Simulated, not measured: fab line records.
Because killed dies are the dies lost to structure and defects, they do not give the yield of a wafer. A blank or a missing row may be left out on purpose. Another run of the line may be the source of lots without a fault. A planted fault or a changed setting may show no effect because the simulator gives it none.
The same fault as seen by 2 desks	flow sfq line	each desk holds nothing but its own numbers, with what lay behind them at the end

TOOL OWNER'S DESK, rie metal-02
The tool's own readings at SFQ_TRILAYER_M4_BARC_OPEN_METAL_ETCH_123 (etches BARC in O2, target depth 125 nm, time 41.7 s): means of the sampled wafers that have a number, for each lot that ran on this tool. If a lot's mean is further than 4 standard deviations from the usual mean, the lot is out of limits and carries the mark OUT (the distance appears in the brackets).
Columns: A = drypump motor current A at SFQ_TRILAYER_M4_BARC_OPEN_METAL_ETCH_123, usual 5.8 A; B = he backside leak sccm at SFQ_TRILAYER_M4_BARC_OPEN_METAL_ETCH_123, usual 3.4 sccm; C = oes product au at SFQ_TRILAYER_M4_BARC_OPEN_METAL_ETCH_123, usual 0.684 a.u.; D = rf fwd power W at SFQ_TRILAYER_M4_BARC_OPEN_METAL_ETCH_123, usual 592 W; E = run length s at SFQ_TRILAYER_M4_BARC_OPEN_METAL_ETCH_123, usual 70.9 s
lot	first seen here	A	B	C	D	E
L680	day 56 08:33	5.8	3.5	0.684	591	70.5
L681	day 56 16:51	6.0	3.4	0.684	590	70.6
L684	day 57 21:39	6.0	3.4	0.688	587	70.7
L685	day 58 06:03	5.8	3.5	0.688	587	70.5
L686	day 58 08:27	5.5	3.6	0.680	589	70.5
L688	day 58 22:51	5.5	3.6	0.688	590	70.5
L694	day 61 07:02	5.8	3.4	0.670	586	72.4
L695	day 61 13:02	5.5	3.6	0.679	590	74.1
Result from this desk: across the 8 lots, nothing is out of limits.

FROM THE METROLOGY DESK
What the gauges read, lot by lot, whatever tool the lot ran on: means of the sampled wafers that have a number. If a lot's mean is further than 4 standard deviations from the usual mean, the lot is out of limits and carries the mark OUT (the distance appears in the brackets).
Columns: A = M4_OVL at SFQ_M4_OVL_MEAS_926, usual 1 nm
lot	first seen here	A
L680	day 56 08:31	2
L681	day 56 16:49	1
L682	day 57 00:01	0
L683	day 57 06:01	1
L684	day 57 21:37	-6
L685	day 58 06:01	-10
L686	day 58 08:25	-1
L687	day 58 13:13	12
L688	day 58 22:49	-4
L694	day 61 07:00	5
L695	day 61 12:59	4
L698	day 62 07:00	-5
L700	day 62 16:36	2
L702	day 63 04:35	6
Result from this desk: across the 14 lots, nothing is out of limits.

BROUGHT TOGETHER
The desk of the tool owner found nothing out of limits.
At the metrology desk, nothing out of limits was observed.

WHAT WAS PUT IN BY THE SIMULATOR
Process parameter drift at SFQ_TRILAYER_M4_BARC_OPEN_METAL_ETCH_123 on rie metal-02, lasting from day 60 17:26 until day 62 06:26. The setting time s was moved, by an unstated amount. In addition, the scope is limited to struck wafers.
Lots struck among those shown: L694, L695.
